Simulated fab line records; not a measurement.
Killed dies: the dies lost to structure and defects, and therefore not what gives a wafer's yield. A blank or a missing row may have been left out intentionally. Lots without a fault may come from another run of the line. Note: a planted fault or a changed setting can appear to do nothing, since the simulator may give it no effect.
A struck lot beside a sound one / flow sky130 / 17 out of 708 route steps
Sound: wafers L665.3, L665.4, L665.6. Struck: wafers L653.2, L653.4, L653.5. At the end, the cause is stated.
At each step with rows: each side's tool, then ch and its chambers, then its first start. Under that, the readings that differ: sound wafers / struck wafers / difference of the means / sigmas: that difference in standard deviations of wafers without a fault.
alike: readings with means less than 2 such deviations apart, plus words and numbers identical on both sides. not compared: withheld readings, readings lacking a value on some wafer, bounds such as >300 that could conceal the same value, and numbers that have no deviation in the record and whose values overlap.
A row with sigmas, a row that says differs or no value, or rows on one side alone: a step with any of these is where the two part. When numbers do not overlap yet have no deviation, they are printed without sigmas and do not part them. A reading that every wafer of one side lacks parts them only if that side has two wafers or more.

first, 4 steps without rows for these wafers: SKY_VT_ADJUST_LVTN_SOFTBAKE_03; SKY_VT_ADJUST_LVTN_EXPOSE_04 (exposes mask NWM COMPLEMENT LESS NATIVE, target cd 840 nm); SKY_VT_ADJUST_LVTN_PEB_05; SKY_VT_ADJUST_LVTN_DEVELOP_06 (develop time 60 s).
SKY_VT_ADJUST_LVTN_OVL_MEAS_07:
  struck on overlay-01, day 8 17:41; sound on overlay-02, day 12 00:35
  alike: VT_ADJUST_LVTN_OVL
next, for these wafers, 1 step has no rows: SKY_VT_ADJUST_LVTN_IMPLANT_08.
SKY_VT_ADJUST_LVTN_STRIP_09: strips in O2/N2.
  sound on plasma-asher-04 ch 0,1, day 12 00:47; struck on plasma-asher-04 ch 1, day 8 17:52
  alike: drypump-motor-current-A, oes-product-au, strip-time-to-endpoint-s
  not compared: rf-hours-counter-h
SKY_VT_ADJUST_LVTN_TW_MEAS_10:
  struck on film-metro-02, day 8 17:59; sound on film-metro-02, day 12 00:52
  alike: VT_ADJUST_LVTN_TW
then, 4 steps without rows for these wafers: SKY_VT_ADJUST_LVTN_DEHYDRATE_11 (time 60 s); SKY_VT_ADJUST_LVTN_HMDS_12 (prime time 60 s); SKY_VT_ADJUST_LVTN_COAT_13 (resist thk 1140 nm); SKY_VT_ADJUST_LVTN_SOFTBAKE_14 (time 60 s).
SKY_VT_ADJUST_LVTN_EXPOSE_15: exposes mask HVN STD DERIVED, target cd 600 nm.
  sound on iline-stepper-02 ch 0, day 12 11:44; struck on iline-stepper-01 ch 0, day 9 05:16
reading=model.VT_ADJUST_LVTN.overlay-x-nm (nm); sound=0.1414 0.1414 0.1414; struck=244.6 244.6 244.6; difference=+244.5; sigmas=
  alike: mask, focus-offset-nm
then, 2 steps without rows for these wafers: SKY_VT_ADJUST_LVTN_PEB_16; SKY_VT_ADJUST_LVTN_DEVELOP_17 (develop time 60 s).
SKY_VT_ADJUST_LVTN_OVL_MEAS_18:
  struck on overlay-01, day 9 14:47; sound on overlay-01, day 13 00:02
reading=VT_ADJUST_LVTN_01_OVL (nm); sound=0.9 2.8 -0.1; struck=243.4 244.4 243.3; difference=+242.5; sigmas=+99 or more
  not compared: hold
SKY_PAD_OPEN_PROBE_99:
  the record has rows for the sound wafers here (prober-02, day 50 01:06) and none for the struck ones

WHERE THEY PART
Last at SKY_PAD_OPEN_PROBE_99 as far as this record goes, first at SKY_VT_ADJUST_LVTN_OVL_MEAS_18.

WHY: whatever the simulator had introduced
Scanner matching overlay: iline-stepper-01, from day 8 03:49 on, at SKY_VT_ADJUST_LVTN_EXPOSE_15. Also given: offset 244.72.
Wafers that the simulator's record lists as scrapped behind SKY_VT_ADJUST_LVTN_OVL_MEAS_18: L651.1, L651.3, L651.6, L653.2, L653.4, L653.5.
